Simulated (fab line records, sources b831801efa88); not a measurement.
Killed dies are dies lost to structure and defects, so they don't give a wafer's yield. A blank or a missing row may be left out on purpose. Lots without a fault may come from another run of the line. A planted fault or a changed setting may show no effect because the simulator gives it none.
fab line records | flow sky130
record lots=12 wafers=36 last_day=50
route steps=708 shown CONTACT@409 METAL1@437 PAD_OPEN@708
lots that met no fault: from a run of the same line without faults
start_h: hours from the record's first day to the start of the lot's first wafer shown | wait_h: hours since the lot's step before | " the same as in the row above | L1.1+2: a row that stands for several wafers | - no value, or no start given | * or withheld: withheld | < > ~ a bound
route shown NAME@n: a module of which the file shows steps, and the number in the route of the first | usual: mean/standard deviation of fault-free wafers | same: alike in all rows | chamber/n: place in a boat | sites: the reading at each site | _std_site: their standard deviation | _edge_site: outer sites' mean less inner sites' | radius_mm: how far each site lies from the wafer's centre | mask NAME#n: copy n | behind: the tool/chamber that last shaped the wafer | hold: why the lot was held/for how many hours/how that ended | device: the transistor (n, p or np) that didn't switch | end of line: the same wafers' tests at the end of the route | a step without rows: its recipe alone | killed: dies lost to structure and defects at the first sort, not the wafer's yield | map: a wafer's dies, x killed, . not, _ none there
set.NAME: the setting as run; set.NAME@STEP: as run at that earlier step | model.NAME: the simulator's own value behind a step, which no gauge read
steps of the route over a sample of lots; a table a step, a row a wafer
services: from which hour (start_h, from the record's first day; less than 0 if before it) a tool's chamber was out of use, for how many hours, and why
## steps
# step SKY_CONTACT_THK_MEAS_03
# recipe reads=SiO2_of_CONTACT_HDPCVD_02
# usual CONTACT_HDPCVD_THK=566/4.8
# columns lot.wafer tool chamber start_h wait_h CONTACT_HDPCVD_THK[nm]
L266.2 film_metro-01 - 709.88 0.0 564
L266.3 " - " " 567
L266.5 " - " " 569
L267.1 film_metro-01 - 719.63 0.0 565
L267.5 " - " " 564
L267.6 " - " " 571
L268.1 film_metro-02 - 725.48 0.0 564
L268.2 " - " " 572
L268.5 " - " " 570
L270.2 film_metro-02 - 740.57 0.0 567
L270.3 " - " " 569
L270.6 " - " " 568
L271.1 film_metro-02 - 750.02 0.0 574
L271.5 " - " " 573
L271.6 " - " " 568
L272.2 film_metro-01 - 767.28 0.0 566
L272.3 " - " " 572
L272.6 " - " " 571
L275.4 film_metro-01 - 787.64 0.0 559
L275.5 " - " " 567
L275.6 " - " " 576
L277.1 film_metro-01 - 814.96 0.0 564
L277.2 " - " " 573
L277.6 " - " " 567
L276.1 film_metro-01 - 817.70 0.0 574
L276.3 " - " " 569
L276.6 " - " " 565
L279.2 film_metro-03 - 835.98 0.0 563
L279.5 " - " " 559
L279.6 " - " " 571
L280.1 film_metro-03 - 839.32 0.0 563
L280.3 " - " " 565
L280.5 " - " " 565
L287.1 film_metro-02 - 876.25 0.1 564
L287.4 " - " " 575
L287.6 " - " " 575
# step SKY_CONTACT_CD_MEAS_14
# recipe target_cd_nm=170
# usual cd_nm=169.8/1.4
# columns lot.wafer tool chamber start_h wait_h cd_nm
L266.2 cd_sem-01 - 738.57 - 169.8
L266.3 " - " " 169.3
L266.5 " - " " 169.0
L267.1 cd_sem-01 - 747.44 - 169.1
L267.5 " - " " 168.7
L267.6 " - " " 167.6
L268.1 cd_sem-01 - 753.84 - 170.7
L268.2 " - " " 169.3
L268.5 " - " " 169.6
L270.2 cd_sem-01 - 768.15 - 168.5
L270.3 " - " " 168.9
L270.6 " - " " 167.3
L271.1 cd_sem-02 - 776.72 - 170.4
L271.5 " - " " 170.8
L271.6 " - " " 170.2
L272.2 cd_sem-01 - 794.62 - 169.2
L272.3 " - " " 169.3
L272.6 " - " " 168.8
L275.4 cd_sem-01 - 815.45 - 171.4
L275.5 " - " " 171.3
L275.6 " - " " 171.1
L277.1 cd_sem-01 - 842.13 - 169.2
L277.2 " - " " 169.4
L277.6 " - " " 168.9
L276.1 cd_sem-01 - 844.55 - 169.0
L276.3 " - " " 168.9
L276.6 " - " " 170.7
L279.2 cd_sem-01 - 862.86 - 171.6
L279.5 " - " " 172.0
L279.6 " - " " 171.0
L280.1 cd_sem-01 - 865.74 - 168.3
L280.3 " - " " 168.3
L280.5 " - " " 168.1
L287.1 cd_sem-01 - 903.18 - 169.0
L287.4 " - " " 168.7
L287.6 " - " " 169.2
# step SKY_CONTACT_ETCH_18
# recipe target=Si3N4 chemistry=CHF3/O2 stop_on=TiN source_w=600 bias_w=200 pressure_mtorr=40 chf3_flow_sccm=50 O2_flow_sccm=5 time_s=39 target_depth_a=750
# usual drypump_motor_current_A=5.6/0.57 oes_product_au=0.855/0.0081 throttle_valve_pct=8.793/0.0089
# columns lot.wafer tool chamber start_h wait_h drypump_motor_current_A oes_product_au rf_hours_counter_h throttle_valve_pct
L266.2 rie_diel-04 0 - - 6.6 0.853 3 8.809
L266.3 " 1 " " 5.3 0.848 49 8.802
L266.5 " 1 " " 5.3 0.860 - 8.794
L267.1 rie_diel-01 1 - - 5.7 0.844 39 8.807
L267.5 " 3 " " 4.9 0.859 - 8.796
L267.6 " 0 " " 6.3 0.848 - 8.799
L268.1 rie_diel-01 2 - - 5.4 0.861 11 8.793
L268.2 " 1 " " 5.7 0.865 39 8.796
L268.5 " 0 " " 6.3 0.857 - 8.805
L270.2 rie_diel-04 2 - - 4.8 0.853 14 8.789
L270.3 " 0 " " 6.5 0.856 4 8.785
L270.6 " 0 " " 6.5 0.860 - 8.802
L271.1 rie_diel-01 3 - - 4.8 0.854 4 8.800
L271.5 " 2 " " 5.3 0.862 - 8.782
L271.6 " 3 " " 4.8 0.862 - 8.801
L272.2 rie_diel-04 1 - - 5.3 0.863 1 8.791
L272.3 " 0 " " 6.6 0.851 5 8.776
L272.6 " 3 " " 5.9 0.850 - 8.797
L275.4 rie_diel-01 1 - - 5.7 0.853 0 8.782
L275.5 " 3 " " 4.8 0.861 - 8.808
L275.6 " 0 " " 6.3 0.847 - 8.808
L277.1 rie_diel-04 2 - - 4.8 0.867 17 8.790
L277.2 " 1 " " 5.3 0.859 3 8.791
L277.6 " 2 " " 4.8 0.862 - 8.794
L276.1 rie_diel-01 0 - - 6.3 0.853 23 8.785
L276.3 " 1 " " 5.7 0.854 1 8.791
L276.6 " 3 " " 4.9 0.849 - 8.788
L279.2 rie_diel-01 3 - - 4.8 0.840 7 8.788
L279.5 " 2 " " 5.3 0.854 - 8.796
L279.6 " 1 " " 5.7 0.860 - 8.799
L280.1 rie_diel-03 3 - - 5.6 0.848 5 8.772
L280.3 " 1 " " 5.8 0.846 21 8.795
L280.5 " 3 " " 5.5 0.841 - 8.796
L287.1 rie_diel-04 1 - - 5.3 0.842 5 8.778
L287.4 " 0 " " 6.6 0.852 8 8.782
L287.6 " 3 " " 5.9 0.848 - 8.786
# step SKY_METAL1_SPUTTER_03
# recipe material=Ti target_thk_nm=5 power_w=3000 time_s=3.3 chamber_pressure_pa=0.4
# usual chamber_pressure_pa=0.3999/0.00084 throttle_valve_pct=29.4/1.1
# columns lot.wafer tool chamber start_h wait_h chamber_pressure_pa throttle_valve_pct
L266.2 pvd_sputter-04 - 740.15 0.0 0.4002 27.5
L266.3 " - " " 0.3998 31.2
L266.5 " - " " 0.3987 31.0
L267.1 pvd_sputter-01 - 749.05 0.0 0.3997 28.3
L267.5 " - " " 0.3998 29.5
L267.6 " - " " 0.4006 29.8
L268.1 pvd_sputter-01 - 755.53 0.0 0.4001 27.8
L268.2 " - " " 0.4002 29.3
L268.5 " - " " 0.4011 29.5
L270.2 pvd_sputter-04 - 769.86 0.0 0.3998 29.1
L270.3 " - " " 0.4004 30.8
L270.6 " - " " 0.4002 29.7
L271.1 pvd_sputter-04 - 778.32 0.0 0.4002 29.6
L271.5 " - " " 0.3994 29.0
L271.6 " - " " 0.4001 29.6
L272.2 pvd_sputter-03 - 796.20 0.0 0.3999 29.3
L272.3 " - " " 0.3985 30.5
L272.6 " - " " 0.3994 29.0
L275.4 pvd_sputter-04 - 817.01 0.0 0.3990 29.4
L275.5 " - " " 0.4005 28.8
L275.6 " - " " 0.3998 29.5
L277.1 pvd_sputter-04 - 843.84 0.0 0.4592 25.7
L277.2 " - " " 0.4592 27.4
L277.6 " - " " 0.4594 28.8
L276.1 pvd_sputter-03 - 846.90 0.0 0.3999 29.2
L276.3 " - " " 0.4005 29.6
L276.6 " - " " 0.4004 29.5
L279.2 pvd_sputter-04 - 864.55 0.0 0.4593 25.7
L279.5 " - " " 0.4583 27.6
L279.6 " - " " 0.4580 29.0
L280.1 pvd_sputter-01 - 867.34 0.0 0.3992 27.9
L280.3 " - " " 0.4009 28.5
L280.5 " - " " 0.4010 27.9
L287.1 pvd_sputter-03 - 905.13 0.0 0.3998 31.2
L287.4 " - " " 0.3997 29.5
L287.6 " - " " 0.3998 29.8
# step SKY_PAD_OPEN_PROBE_99
# usual defect_limited_yield=82.9/1.7 killed_at_M0_to_M3=42/6.7 killed_at_M4_up=3.4/2 killed_at_contacts=24/5.1 killed_at_front_end=14/4.2 killed_at_other=0.2/0.49 killed_dies=84/8.4 killed_open=46/7 killed_short=39/5.8 sort_bin_3_pad_short=0.8/0.42 sort_bin_5_function=10.2/1.3 sort_bin_6_memory=6.1/1 sort_n_pass=408/8.4 sort_yield_pct=82.9/1.7
# same gross_dies=492 killed_at_back_side=0 sort_bin_4_leakage[%]=0 sort_bin_8_speed[%]=0
# columns lot.wafer tool chamber start_h wait_h defect_limited_yield[%] killed_at_M0_to_M3 killed_at_M4_up killed_at_contacts killed_at_front_end killed_at_other killed_dies killed_open killed_short sort_bin_3_pad_short[%] sort_bin_5_function[%] sort_bin_6_memory[%] sort_n_pass sort_yield_pct[%]
L266.2 prober-02 - 1083.46 0.1 80.7 48 1 36 10 0 95 53 42 1.2 11.8 6.3 397 80.7
L266.3 prober-02 - 1083.51 0.2 81.7 49 4 22 15 0 90 39 51 2.0 10.6 5.7 402 81.7
L266.5 prober-02 - 1083.61 0.2 83.5 36 1 28 16 0 81 40 41 0.6 11.4 4.5 411 83.5
L267.1 prober-01 - 1086.01 0.1 84.1 42 0 20 16 0 78 30 48 1.0 8.7 6.1 414 84.1
L267.5 prober-01 - 1086.21 0.2 81.5 48 3 28 12 0 91 44 47 1.0 11.2 6.3 401 81.5
L267.6 prober-01 - 1086.26 0.2 80.5 53 0 24 18 1 96 45 51 1.2 12.8 5.5 396 80.5
L268.1 prober-02 - 1093.91 0.1 79.9 59 1 18 21 0 99 55 44 0.4 11.8 7.9 393 79.9
L268.2 prober-02 - 1093.96 0.1 81.9 38 3 26 22 0 89 47 42 0.8 12.2 5.1 403 81.9
L268.5 prober-02 - 1094.11 0.2 83.7 35 0 26 19 0 80 45 35 0.2 9.8 6.3 412 83.7
L270.2 prober-02 - 1105.66 0.1 80.7 48 2 28 17 0 95 51 44 0.4 11.0 7.9 397 80.7
L270.3 prober-02 - 1105.71 0.2 80.5 50 2 35 9 0 96 56 40 0.6 11.8 7.1 396 80.5
L270.6 prober-02 - 1105.86 0.2 80.3 45 2 28 22 0 97 52 45 1.2 11.4 7.1 395 80.3
L271.1 prober-01 - 1109.91 0.1 83.5 35 5 23 18 0 81 43 38 0.8 10.0 5.7 411 83.5
L271.5 prober-01 - 1110.11 0.2 82.1 44 4 28 11 1 88 44 44 1.4 10.8 5.7 404 82.1
L271.6 prober-01 - 1110.16 0.2 81.3 39 1 39 13 0 92 49 43 1.2 10.8 6.7 400 81.3
L272.2 prober-02 - 1121.32 0.1 82.9 50 1 22 11 0 84 42 42 1.0 9.1 6.9 408 82.9
L272.3 prober-02 - 1121.37 0.2 80.7 50 2 20 22 1 95 42 53 0.6 12.2 6.5 397 80.7
L272.6 prober-02 - 1121.52 0.2 82.1 37 5 29 17 0 88 46 42 1.0 10.0 6.9 404 82.1
L275.4 prober-02 - 1136.46 0.2 81.5 41 5 32 12 1 91 46 45 0.8 12.2 5.5 401 81.5
L275.5 prober-02 - 1136.51 0.2 84.3 47 2 18 10 0 77 45 32 0.4 8.1 7.1 415 84.3
L275.6 prober-02 - 1136.56 0.2 80.5 52 4 23 17 0 96 46 50 1.6 11.8 6.1 396 80.5
L277.1 prober-02 - 1156.42 0.1 82.1 57 5 21 4 1 88 43 45 1.2 10.2 6.5 404 82.1
L277.2 prober-02 - 1156.47 0.1 80.9 53 8 15 18 0 94 50 44 0.6 10.8 7.7 398 80.9
L277.6 prober-02 - 1156.67 0.2 84.3 45 5 14 13 0 77 49 28 0 9.3 6.3 415 84.3
L276.1 prober-01 - 1159.15 0.1 83.5 39 5 18 19 0 81 51 30 0.4 11.4 4.7 411 83.5
L276.3 prober-01 - 1159.25 0.2 82.3 41 5 28 13 0 87 53 34 1.0 11.4 5.3 405 82.3
L276.6 prober-01 - 1159.40 0.2 82.7 43 4 21 17 0 85 47 38 0.6 9.8 6.9 407 82.7
L279.2 prober-02 - 1170.46 0.1 83.7 33 5 20 22 0 80 47 33 0.2 9.8 6.3 412 83.7
L279.5 prober-02 - 1170.61 0.2 83.7 40 7 19 14 0 80 46 34 0.4 10.6 5.3 412 83.7
L279.6 prober-02 - 1170.66 0.2 82.9 43 1 27 13 0 84 44 40 0.8 11.6 4.7 408 82.9
L280.1 prober-02 - 1175.57 0.1 84.1 36 4 24 13 1 78 37 41 1.0 9.3 5.5 414 84.1
L280.3 prober-02 - 1175.67 0.2 81.9 42 6 34 7 0 89 53 36 1.0 7.9 9.1 403 81.9
L280.5 prober-02 - 1175.77 0.2 83.1 32 3 31 16 1 83 42 41 0.6 11.0 5.3 409 83.1
L287.1 prober-01 - 1199.44 0.1 79.7 49 7 22 22 0 100 59 41 0.6 12.8 6.9 392 79.7
L287.4 prober-01 - 1199.59 0.2 80.5 53 5 20 18 0 96 50 46 0.6 10.4 8.5 396 80.5
L287.6 prober-01 - 1199.69 0.2 82.1 48 3 24 12 1 88 47 41 0.8 10.8 6.3 404 82.1
# killed by level:class
L266.2 CONTACT:geometric_particle:open=15 VIA1:geometric_particle:open=13 VIA3:geometric_particle:open=8 LI_CONTACT:geometric_particle:open=7 LOCAL_INTERCONNECT:geometric_particle:short=7 CONTACT:geometric_particle:short=6 VIA2:geometric_particle:open=6 METAL3:geometric_particle:short=6
L266.3 VIA1:geometric_particle:open=10 METAL1:geometric_particle:short=8 CONTACT:geometric_particle:short=7 CONTACT:geometric_particle:open=6 METAL3:geometric_particle:short=6 POLY_GATE:geometric_particle:short=5 METAL2:geometric_particle:short=5 VIA2:geometric_particle:open=5
L266.5 CONTACT:geometric_particle:open=14 METAL1:geometric_particle:short=8 VIA2:geometric_particle:short=6 CONTACT:geometric_particle:short=5 VIA2:geometric_particle:open=5 FIELD_ISO:geometric_particle:open=4 FIELD_ISO:geometric_particle:short=4 LI_CONTACT:geometric_particle:open=4
L267.1 VIA1:geometric_particle:open=9 FIELD_ISO:geometric_particle:short=8 VIA3:geometric_particle:open=7 LI_CONTACT:geometric_particle:open=6 VIA1:geometric_particle:short=5 LOCAL_INTERCONNECT:geometric_particle:short=5 CONTACT:geometric_particle:short=5 METAL2:geometric_particle:short=5
L267.5 VIA1:geometric_particle:open=16 CONTACT:geometric_particle:short=7 VIA1:geometric_particle:short=7 VIA3:geometric_particle:open=7 LI_CONTACT:geometric_particle:short=6 LOCAL_INTERCONNECT:geometric_particle:short=6 CONTACT:geometric_particle:open=5 FIELD_ISO:geometric_particle:open=4
L267.6 VIA1:geometric_particle:open=14 CONTACT:geometric_particle:short=8 METAL1:geometric_particle:short=7 VIA1:geometric_particle:short=7 CONTACT:geometric_particle:open=6 FIELD_ISO:geometric_particle:short=5 METAL3:geometric_particle:short=5 VIA3:geometric_particle:short=5
L268.1 VIA1:geometric_particle:open=19 VIA1:geometric_particle:short=8 CONTACT:geometric_particle:open=7 VIA3:geometric_particle:open=6 POLY_GATE:geometric_particle:open=6 VIA2:geometric_particle:open=6 METAL2:geometric_particle:short=6 METAL1:geometric_particle:short=5
L268.2 FIELD_ISO:geometric_particle:short=9 CONTACT:geometric_particle:open=9 LI_CONTACT:geometric_particle:open=6 VIA1:geometric_particle:open=6 METAL2:geometric_particle:short=6 VIA2:geometric_particle:open=6 FIELD_ISO:geometric_particle:open=5 VIA3:geometric_particle:open=5
L268.5 METAL1:geometric_particle:short=8 CONTACT:geometric_particle:open=7 LI_CONTACT:geometric_particle:open=7 VIA2:geometric_particle:open=6 FIELD_ISO:geometric_particle:short=5 CONTACT:geometric_particle:short=5 VIA1:geometric_particle:open=5 VIA3:geometric_particle:open=5
L270.2 VIA1:geometric_particle:open=13 CONTACT:geometric_particle:open=9 LI_CONTACT:geometric_particle:open=8 METAL1:geometric_particle:short=8 VIA1:geometric_particle:short=6 VIA3:geometric_particle:open=6 LOCAL_INTERCONNECT:geometric_particle:short=5 VIA2:geometric_particle:open=5
L270.3 VIA1:geometric_particle:open=17 CONTACT:geometric_particle:open=10 LI_CONTACT:geometric_particle:open=9 METAL1:geometric_particle:short=8 CONTACT:geometric_particle:short=6 LI_CONTACT:geometric_particle:short=5 VIA3:geometric_particle:open=5 LOCAL_INTERCONNECT:geometric_particle:short=4
L270.6 VIA1:geometric_particle:open=11 LI_CONTACT:geometric_particle:open=11 POLY_GATE:geometric_particle:short=9 METAL1:geometric_particle:short=7 VIA2:geometric_particle:open=6 VIA3:geometric_particle:open=6 POLY_GATE:geometric_particle:open=5 LOCAL_INTERCONNECT:geometric_particle:short=5
L271.1 VIA1:geometric_particle:open=9 LI_CONTACT:geometric_particle:open=8 CONTACT:geometric_particle:open=6 FIELD_ISO:geometric_particle:short=5 FIELD_ISO:geometric_particle:open=5 VIA2:geometric_particle:open=5 CONTACT:geometric_particle:short=5 METAL1:geometric_particle:short=5
L271.5 VIA1:geometric_particle:open=9 METAL1:geometric_particle:short=8 CONTACT:geometric_particle:short=7 FIELD_ISO:geometric_particle:open=6 LOCAL_INTERCONNECT:geometric_particle:short=6 CONTACT:geometric_particle:open=6 VIA2:geometric_particle:open=6 VIA3:geometric_particle:open=6
L271.6 CONTACT:geometric_particle:short=14 CONTACT:geometric_particle:open=12 VIA1:geometric_particle:open=12 FIELD_ISO:geometric_particle:open=6 LI_CONTACT:geometric_particle:open=6 LOCAL_INTERCONNECT:geometric_particle:short=6 VIA2:geometric_particle:open=6 VIA1:geometric_particle:short=5
L272.2 VIA1:geometric_particle:open=11 VIA2:geometric_particle:open=8 VIA1:geometric_particle:short=8 LI_CONTACT:geometric_particle:open=6 CONTACT:geometric_particle:open=6 CONTACT:geometric_particle:short=5 VIA2:geometric_particle:short=5 FIELD_ISO:geometric_particle:short=4
L272.3 VIA1:geometric_particle:open=10 VIA1:geometric_particle:short=9 CONTACT:geometric_particle:open=8 METAL1:geometric_particle:short=7 VIA2:geometric_particle:short=6 VIA2:geometric_particle:open=6 VIA3:geometric_particle:open=6 FIELD_ISO:geometric_particle:open=5
L272.6 VIA1:geometric_particle:open=15 CONTACT:geometric_particle:open=9 LOCAL_INTERCONNECT:geometric_particle:short=6 FIELD_ISO:geometric_particle:short=5 POLY_GATE:geometric_particle:short=5 LI_CONTACT:geometric_particle:open=5 CONTACT:geometric_particle:short=5 VIA2:geometric_particle:open=4
L275.4 VIA1:geometric_particle:open=12 LI_CONTACT:geometric_particle:open=10 CONTACT:geometric_particle:open=9 CONTACT:geometric_particle:short=7 FIELD_ISO:geometric_particle:short=6 VIA2:geometric_particle:short=6 VIA2:geometric_particle:open=6 METAL4:geometric_particle:short=5
L275.5 VIA1:geometric_particle:open=15 CONTACT:geometric_particle:open=8 METAL1:geometric_particle:short=7 VIA2:geometric_particle:open=6 VIA3:geometric_particle:open=5 METAL2:geometric_particle:short=4 VIA1:geometric_particle:short=4 FIELD_ISO:geometric_particle:open=3
L275.6 VIA1:geometric_particle:open=15 METAL2:geometric_particle:short=11 FIELD_ISO:geometric_particle:short=8 CONTACT:geometric_particle:open=8 VIA2:geometric_particle:open=7 LI_CONTACT:geometric_particle:open=7 METAL1:geometric_particle:short=5 VIA1:geometric_particle:short=5
L277.1 VIA3:geometric_particle:open=10 VIA1:geometric_particle:open=9 VIA1:geometric_particle:short=9 LI_CONTACT:geometric_particle:open=7 CONTACT:geometric_particle:open=6 METAL1:geometric_particle:short=6 METAL2:geometric_particle:short=6 CONTACT:geometric_particle:short=5
L277.2 VIA1:geometric_particle:open=13 METAL2:geometric_particle:short=9 METAL1:geometric_particle:short=8 CONTACT:geometric_particle:open=6 VIA3:geometric_particle:open=6 LI_CONTACT:geometric_particle:open=5 VIA2:geometric_particle:open=5 METAL4:geometric_particle:short=5
L277.6 VIA3:geometric_particle:open=12 LI_CONTACT:geometric_particle:open=8 VIA1:geometric_particle:open=8 METAL2:geometric_particle:short=6 FIELD_ISO:geometric_particle:short=5 VIA2:geometric_particle:open=5 CONTACT:geometric_particle:open=4 FIELD_ISO:geometric_particle:open=3
L276.1 VIA3:geometric_particle:open=10 VIA1:geometric_particle:open=8 CONTACT:geometric_particle:open=7 VIA2:geometric_particle:open=6 FIELD_ISO:geometric_particle:short=5 LI_CONTACT:geometric_particle:open=4 FIELD_ISO:geometric_particle:open=3 POLY_GATE:geometric_particle:open=3
L276.3 CONTACT:geometric_particle:open=13 VIA1:geometric_particle:open=11 VIA3:geometric_particle:open=9 CONTACT:geometric_particle:short=6 LI_CONTACT:geometric_particle:open=5 METAL1:geometric_particle:short=5 FIELD_ISO:geometric_particle:short=4 VIA2:geometric_particle:open=4
L276.6 VIA1:geometric_particle:open=9 CONTACT:geometric_particle:open=8 POLY_GATE:geometric_particle:open=6 CONTACT:geometric_particle:short=6 METAL2:geometric_particle:short=5 VIA3:geometric_particle:short=5 FIELD_ISO:geometric_particle:open=4 POLY_GATE:geometric_particle:short=4
L279.2 FIELD_ISO:geometric_particle:open=9 LI_CONTACT:geometric_particle:open=8 VIA1:geometric_particle:open=8 CONTACT:geometric_particle:open=6 VIA2:geometric_particle:open=6 FIELD_ISO:geometric_particle:short=5 POLY_GATE:geometric_particle:short=5 CONTACT:geometric_particle:short=3
L279.5 VIA1:geometric_particle:open=14 METAL1:geometric_particle:short=10 CONTACT:geometric_particle:open=7 VIA2:geometric_particle:open=6 METAL4:geometric_particle:short=5 FIELD_ISO:geometric_particle:short=4 POLY_GATE:geometric_particle:open=4 LI_CONTACT:geometric_particle:open=4
L279.6 VIA1:geometric_particle:open=11 METAL2:geometric_particle:short=8 VIA2:geometric_particle:open=8 CONTACT:geometric_particle:open=7 FIELD_ISO:geometric_particle:short=6 LI_CONTACT:geometric_particle:short=5 CONTACT:geometric_particle:short=5 METAL1:geometric_particle:short=5
L280.1 CONTACT:geometric_particle:open=8 VIA3:geometric_particle:open=7 METAL1:geometric_particle:short=6 LOCAL_INTERCONNECT:geometric_particle:short=5 CONTACT:geometric_particle:short=5 POLY_GATE:geometric_particle:open=4 VIA1:geometric_particle:short=4 VIA1:geometric_particle:open=4
L280.3 CONTACT:geometric_particle:open=11 LI_CONTACT:geometric_particle:open=10 VIA1:geometric_particle:open=9 VIA2:geometric_particle:open=7 LOCAL_INTERCONNECT:geometric_particle:short=6 CONTACT:geometric_particle:short=6 VIA3:geometric_particle:short=6 VIA3:geometric_particle:open=5
L280.5 LI_CONTACT:geometric_particle:open=10 CONTACT:geometric_particle:open=10 CONTACT:geometric_particle:short=8 VIA2:geometric_particle:open=7 VIA1:geometric_particle:open=6 FIELD_ISO:geometric_particle:short=5 POLY_GATE:geometric_particle:short=5 METAL1:geometric_particle:short=5
L287.1 VIA1:geometric_particle:open=13 CONTACT:geometric_particle:open=11 VIA3:geometric_particle:open=9 VIA2:geometric_particle:short=6 VIA1:geometric_particle:short=5 METAL4:geometric_particle:short=5 SPACER:geometric_particle:open=4 FIELD_ISO:geometric_particle:short=3
L287.4 VIA1:geometric_particle:open=12 METAL1:geometric_particle:short=11 CONTACT:geometric_particle:open=10 FIELD_ISO:geometric_particle:short=7 LI_CONTACT:geometric_particle:open=6 VIA3:geometric_particle:short=6 METAL2:geometric_particle:short=5 VIA3:geometric_particle:open=5
L287.6 VIA1:geometric_particle:open=11 CONTACT:geometric_particle:short=7 CONTACT:geometric_particle:open=7 FIELD_ISO:geometric_particle:open=5 LI_CONTACT:geometric_particle:open=5 METAL2:geometric_particle:short=5 METAL1:geometric_particle:short=4 VIA2:geometric_particle:short=4
## services
# columns tool chamber start_h hours kind
pvd_sputter-01 - 723.42 3.2 repair
rie_diel-04 1 739.96 - clean
rie_diel-04 1 739.96 16.5 scheduled_down
rie_diel-04 1 739.96 16.5 vent_cycle
pvd_sputter-04 - 755.08 8.5 repair
rie_diel-04 3 756.48 - clean
rie_diel-04 3 756.48 27.9 scheduled_down
rie_diel-04 3 756.48 27.9 vent_cycle
rie_diel-03 - 757.38 1.6 repair
rie_diel-01 2 768.62 2.8 repair
rie_diel-01 1 774.76 - clean
rie_diel-01 1 774.76 26.2 scheduled_down
rie_diel-01 1 774.76 26.2 vent_cycle
rie_diel-03 2 786.68 - clean
rie_diel-04 2 790.60 3.1 repair
pvd_sputter-01 - 814.61 11.5 repair
rie_diel-03 2 820.41 4.9 repair
rie_diel-03 1 824.65 1.3 repair
rie_diel-01 0 872.91 - clean
rie_diel-01 0 872.91 15.4 scheduled_down
rie_diel-01 0 872.91 15.4 vent_cycle
pvd_sputter-04 - 883.49 6.7 repair
pvd_sputter-03 - 899.86 5.1 repair
pvd_sputter-01 - 900.93 0.5 repair
## key
first_sign step=SKY_METAL1_SPUTTER_03 reading=chamber_pressure_pa direction=up sigmas=70 usual=0.3999 struck=0.4589
effect step=SKY_METAL1_SPUTTER_03 reading=throttle_valve_pct direction=down sigmas=1.9 usual=29.4 struck=27.4
met_at SKY_METAL1_SPUTTER_03
struck_lots L277,L279
not_acting_at SKY_CONTACT_THK_MEAS_03,SKY_CONTACT_CD_MEAS_14,SKY_CONTACT_ETCH_18
onset_between 817.01 843.84
fault kind=process_parameter_drift tool=pvd_sputter-04 chamber=- onset_h=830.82 steps=SKY_METAL1_SPUTTER_03 channel=chamber_pressure_pa offset=0.059703 shape=step end_h=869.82 acts_in=these_recipes_only stated=0.4
